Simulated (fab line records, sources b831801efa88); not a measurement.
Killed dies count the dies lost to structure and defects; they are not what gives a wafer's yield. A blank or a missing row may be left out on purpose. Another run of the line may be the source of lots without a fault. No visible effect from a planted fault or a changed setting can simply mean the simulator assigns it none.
Struck lot and sound lot, side by side | flow gf180mcu | 17 steps out of a route of 602
Sound: these wafers, L964.1, L964.4, L964.5. The struck wafers were L979.1, L979.4, L979.5. Last of all comes the cause.
Each step with rows lists, per side, the tool, then ch with its chambers, then its first start. Under that, the readings that differ: sound wafers | struck wafers | difference of the means | sigmas: that difference in standard deviations of wafers without a fault.
alike: a reading whose means differ by less than 2 such deviations, as well as words and numbers matching on both sides. not compared: withheld readings; readings where some wafer has no value; bounds like >300 that might hide an equal value; numbers whose values overlap and for which the record gives no deviation.
A row with sigmas, a row that says differs or no value, or rows on one side alone: a step with any of these is where the two part. Non-overlapping numbers with no deviation appear without sigmas and do not part them. A reading that every wafer of one side lacks parts them only if that side has two wafers or more.

first, 3 steps without rows for these wafers: GF_V2_EXPOSE_11 (exposes mask Via2, target cd 260 nm); GF_V2_PEB_12 (peb time 90 s); GF_V2_DEVELOP_13 (develop time 60 s).
GF_V2_CD_MEAS_14: target cd 260 nm.
  sound: cd sem-01 at day 22 00:05; struck: cd sem-02 at day 26 22:58
  alike: cd nm
GF_V2_OVL_MEAS_15:
  sound: overlay-02 at day 22 00:12; struck: overlay-02 at day 26 23:05
  alike: V2_OVL
GF_V2_ETCH_16: etches BARC in N2/H2.
  sound on rie diel-03 ch 0,2,3, day 22 00:14; struck on rie diel-04 ch 0,1,2, day 26 23:07
  alike: drypump motor current A, oes product au, throttle valve pct
GF_V2_ETCH_17: etches SiO2 in C4F8/O2/Ar, stops on TiN, target depth 630 nm.
  sound: rie diel-03 ch 0,2,3; struck: rie diel-04 ch 0,1,2
  alike: oes product au
GF_V2_STRIP_18: strips in O2/N2.
  sound on plasma asher-01 ch 0,1, day 22 00:22; struck on plasma asher-01 ch 0,1, day 26 23:14
  alike: drypump motor current A, heater power w, oes product au
  not compared: rf hours counter h
then, 2 steps without rows for these wafers: GF_V2_STRIP_19 (strips in post etch residue remover, time 1200 s); GF_V2_CLEAN_20 (cleans in DIW).
GF_V2_SPUTTER_21: material Ti, target thk 15 nm, time 80.02 s.
  sound: pvd sputter-03 at day 22 00:53; struck: pvd sputter-03 at day 26 23:47
  alike: throttle valve pct
GF_V2_SPUTTER_22: material TiN, target thk 10 nm, time 40 s.
  sound: pvd sputter-03 at day 22 00:57; struck: pvd sputter-03 at day 26 23:50
  alike: throttle valve pct
GF_V2_CVD_23: deposits W, target thk 350 nm, time 104.94 s.
  sound on cvd w-02 ch 0,1, day 22 00:59; struck on cvd w-02 ch 0,1, day 26 23:53
  reading                          | sound             | struck            | difference | sigmas
  model.W_of_V2_CVD_23.thk nm (nm) | 354.9 350.6 349.8 | 315.3 320.5 326.1 | -31.1      |
  alike: chamber pressure Torr, heater power w
GF_V2_RS_MEAS_24: a four-point-probe measurement.
  sound: film metro-04 at day 22 01:07; struck: film metro-01 at day 26 23:59
  reading          | sound             | struck            | difference | sigmas
  V2_W_RS (ohm/sq) | 0.324 0.328 0.328 | 0.364 0.358 0.352 | +0.031     | +10
GF_V2_THK_MEAS_25: measures by xrf.
  sound: film metro-04 at day 22 01:14; struck: film metro-01 at day 27 00:07
  reading       | sound       | struck      | difference | sigmas
  V2_W_THK (nm) | 367 366 363 | 323 327 332 | -38        | -6
then, 2 steps without rows for these wafers: GF_V2_CMP_26 (polishes, stops on SiO2, t overpolish 15 s, target thk 0 nm); GF_PASSIVATION_PROBE_99.

== WHERE THEY PART ==
At GF_V2_RS_MEAS_24 first; at GF_V2_THK_MEAS_25 last (within this record only).

WHY: whatever the simulator had introduced
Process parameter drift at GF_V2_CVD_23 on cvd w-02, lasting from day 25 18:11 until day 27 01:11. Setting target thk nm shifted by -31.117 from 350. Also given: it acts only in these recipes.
